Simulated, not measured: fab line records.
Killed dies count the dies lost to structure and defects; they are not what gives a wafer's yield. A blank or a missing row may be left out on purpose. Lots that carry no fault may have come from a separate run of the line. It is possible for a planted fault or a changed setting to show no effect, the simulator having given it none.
Which tool was responsible? :: flow sfq-line :: 7 lots, 20 wafers sampled, at 2 steps of a route of 325

## WHAT EACH GAUGE READ, for each wafer
SFQ_M1_OVL_MEAS_911.
lot: L946
measured: day 25 13:31
on: overlay-01
M1_OVL (nm): -1 1 -2

lot: L948
measured: day 26 21:56
on: overlay-01
M1_OVL (nm): 25 26 21

lot: L950
measured: day 27 17:07
on: overlay-01
M1_OVL (nm): 7 10 7

lot: L952
measured: day 29 01:38
on: overlay-02
M1_OVL (nm): 12 11 5

lot: L961
measured: day 32 09:38
on: overlay-01
M1_OVL (nm): -9 0

lot: L964
measured: day 33 15:52
on: overlay-02
M1_OVL (nm): -1 -2 -4

lot: L966
measured: day 34 13:28
on: overlay-02
M1_OVL (nm): 7 3 3

## TOOL THAT RAN EACH LOT (tool first, then ch and the chambers of the sampled wafers, then the start)
lot: L946
SFQ_TRILAYER_I0_VIA_BARC_OPEN_VIA_ETCH_046: rie-diel-04 ch 0,1,3, day 18 18:21

lot: L948
SFQ_TRILAYER_I0_VIA_BARC_OPEN_VIA_ETCH_046: rie-diel-03 ch 1,2, day 20 06:49

lot: L950
SFQ_TRILAYER_I0_VIA_BARC_OPEN_VIA_ETCH_046: rie-diel-04 ch 0,1, day 21 02:00

lot: L952
SFQ_TRILAYER_I0_VIA_BARC_OPEN_VIA_ETCH_046: rie-diel-04 ch 0,1,3, day 22 08:00

lot: L961
SFQ_TRILAYER_I0_VIA_BARC_OPEN_VIA_ETCH_046: rie-diel-04 ch 0,3, day 25 14:45

lot: L964
SFQ_TRILAYER_I0_VIA_BARC_OPEN_VIA_ETCH_046: rie-diel-03 ch 0,1,2, day 27 02:45

lot: L966
SFQ_TRILAYER_I0_VIA_BARC_OPEN_VIA_ETCH_046: rie-diel-01 ch 2,3, day 28 02:52
- SFQ_TRILAYER_I0_VIA_BARC_OPEN_VIA_ETCH_046: etches BARC in O2, target depth 125 nm, time 41.7 s.

## THE ANSWER, worked out from the rows above alone
Rule: usual is defined by the lots themselves. The widest of any qualifying gaps counts: lots, ordered by their means at a reading, are off when they make up no more than a third of the lots, leave a main group of 4 or more, and stand apart from it by 3 or more times the standard deviation of that group's means. A main group whose means are all the same, to the digits that the tables above print for the reading, isn't used. Also off: a lot with no number at a reading for which 4 or more lots have one. Any other lot the step has rows for is counted as sound.
None of the lots is off at any reading shown; this tells nothing.

## WHAT THE SIMULATOR HAD INSERTED
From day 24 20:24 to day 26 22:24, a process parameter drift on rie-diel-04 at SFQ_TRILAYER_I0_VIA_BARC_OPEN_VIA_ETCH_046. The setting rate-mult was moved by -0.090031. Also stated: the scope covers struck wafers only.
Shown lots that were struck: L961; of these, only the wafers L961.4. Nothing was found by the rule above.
